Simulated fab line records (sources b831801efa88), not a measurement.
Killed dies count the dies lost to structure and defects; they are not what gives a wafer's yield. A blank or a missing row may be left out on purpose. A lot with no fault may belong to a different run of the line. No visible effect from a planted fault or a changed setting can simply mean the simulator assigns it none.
One fault through the eyes of 2 desks -- flow gf180mcu -- each desk has only its own numbers; what lay behind them comes last

FROM THE METROLOGY DESK
What the gauges read, lot by lot, whatever tool the lot ran on: means of the sampled wafers that have a number. The brackets show how far a lot's mean lies from the usual mean; more than 4 standard deviations puts the lot out of limits, marked OUT.
Columns: A = cd nm at GF_V1_CD_MEAS_14, usual 259.8 nm; B = V2_BOW at GF_V2_BOW_MEAS_05, usual 98 um
lot,first seen here,A,B
L774,day 17 22:53,260.3,99
L775,day 18 06:21,259.8,101
L777,day 19 01:37,258.6,90
L778,day 19 11:14,259.4,105
L779,day 19 21:22,260.3,100
L780,day 20 10:07,260.1,101
L781,day 20 18:22,260.8,108
L782,day 20 21:11,260.2,98
L784,day 22 04:10,258.5,92
L792,day 25 00:50,261.9,111
L793,day 25 08:56,260.1,102
L795,day 25 21:50,259.5,86
L794,day 25 22:02,257.6,103
Result from this desk: across the 13 lots, nothing is out of limits.

THE TOOL OWNER'S DESK: cmp-01
The tool's own readings at GF_V2_CMP_04 (polishes SiO2): means of the sampled wafers that have a number, for each lot that ran on this tool. The brackets show how far a lot's mean lies from the usual mean; more than 4 standard deviations puts the lot out of limits, marked OUT.
Columns: A = motor current A at GF_V2_CMP_04, usual 11.2 A; B = time to endpoint s at GF_V2_CMP_04, usual 79 s
lot,first seen here,A,B
L778,day 20 14:35,11.2,77
L780,day 21 12:35,11.4,75
L781,day 21 21:01,11.2,80
L792,day 26 01:15,10.7,102 (+4.8) OUT
L793,day 26 07:44,10.9,86
L794,day 26 21:06,10.7,96
This desk's finding: out of limits on L792; first on L792, day 26 01:15 (time to endpoint s at GF_V2_CMP_04). Within limits: L778, L780, L781, L793, L794.

BROUGHT TOGETHER
The tool owner's desk had the chance to raise an alarm at day 26 01:15 on L792.
Nothing out of limits was seen by the metrology desk.
The metrology desk holds a record of L792, inside its limits.
On cmp-01, each named lot ran GF_V2_CMP_04.

WHAT THE SIMULATOR PUT IN
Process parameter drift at GF_V2_CMP_04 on cmp-01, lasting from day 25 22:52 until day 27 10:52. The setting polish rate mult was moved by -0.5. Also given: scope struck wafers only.
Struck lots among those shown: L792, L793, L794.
How many hours passed from the start of the fault until each desk's first out-of-limits reading: the tool owner's desk, 2.
